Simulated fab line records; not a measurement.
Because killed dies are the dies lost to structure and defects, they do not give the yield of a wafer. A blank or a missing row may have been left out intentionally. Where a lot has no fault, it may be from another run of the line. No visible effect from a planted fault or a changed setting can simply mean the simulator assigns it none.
What tool caused it? ; flow sky130 ; Sampling: 12 lots, 36 wafers, 2 of 708 route steps

WHAT EACH GAUGE READ, for each wafer
SKY_VIA2_THK_MEAS_23: measures by xrf.
lot;measured;on;VIA2_W_THK (nm)
L075;day 36 15:51;film_metro-02;424 424 420
L077;day 37 03:20;film_metro-02;419 410 413
L079;day 37 17:20;film_metro-01;421 430 422
L081;day 38 21:56;film_metro-01;437 437 436
L083;day 39 22:05;film_metro-03;425 422 422
L084;day 40 03:56;film_metro-02;406 411 407
L088;day 40 19:26;film_metro-03;426 427 428
L090;day 41 14:35;film_metro-03;417 417 420
L091;day 41 23:38;film_metro-02;414 415 412
L093;day 42 04:04;film_metro-02;407 414 406
L094;day 42 14:00;film_metro-02;418 406 412
L097;day 42 22:45;film_metro-02;413 404 406

WHICH TOOL RAN EACH LOT (tool, then ch and the chambers of the sampled wafers, then the start)
lot;SKY_CONTACT_SPUTTER_23
L075;pvd_sputter-01, day 32 00:34
L077;pvd_sputter-01, day 32 12:11
L079;pvd_sputter-01, day 33 00:20
L081;pvd_sputter-04, day 34 08:16
L083;pvd_sputter-04, day 35 08:04
L084;pvd_sputter-04, day 35 14:52
L088;pvd_sputter-04, day 36 07:52
L090;pvd_sputter-01, day 37 04:52
L091;pvd_sputter-04, day 37 15:10
L093;pvd_sputter-03, day 37 17:58
L094;pvd_sputter-03, day 38 05:13
L097;pvd_sputter-04, day 38 18:12
- SKY_CONTACT_SPUTTER_23: material TiN, target thk 20 nm, time 80 s.

THE ANSWER, worked out from the rows above alone
Rule: the usual values come from the lots themselves. The widest of any qualifying gaps counts: lots, ordered by their means at a reading, are off when they make up no more than a third of the lots, leave a main group of 4 or more, and stand apart from it by 3 or more times the standard deviation of that group's means. The tables above print the reading to a certain number of digits; a main group whose means all agree to those digits is not used. Also off: a lot with no number at a reading for which 4 or more lots have one. Where the step has rows for the other lots, those lots are counted as sound.
No lot is off at any reading shown: from this, nothing can be told.

WHAT THE SIMULATOR PUT IN
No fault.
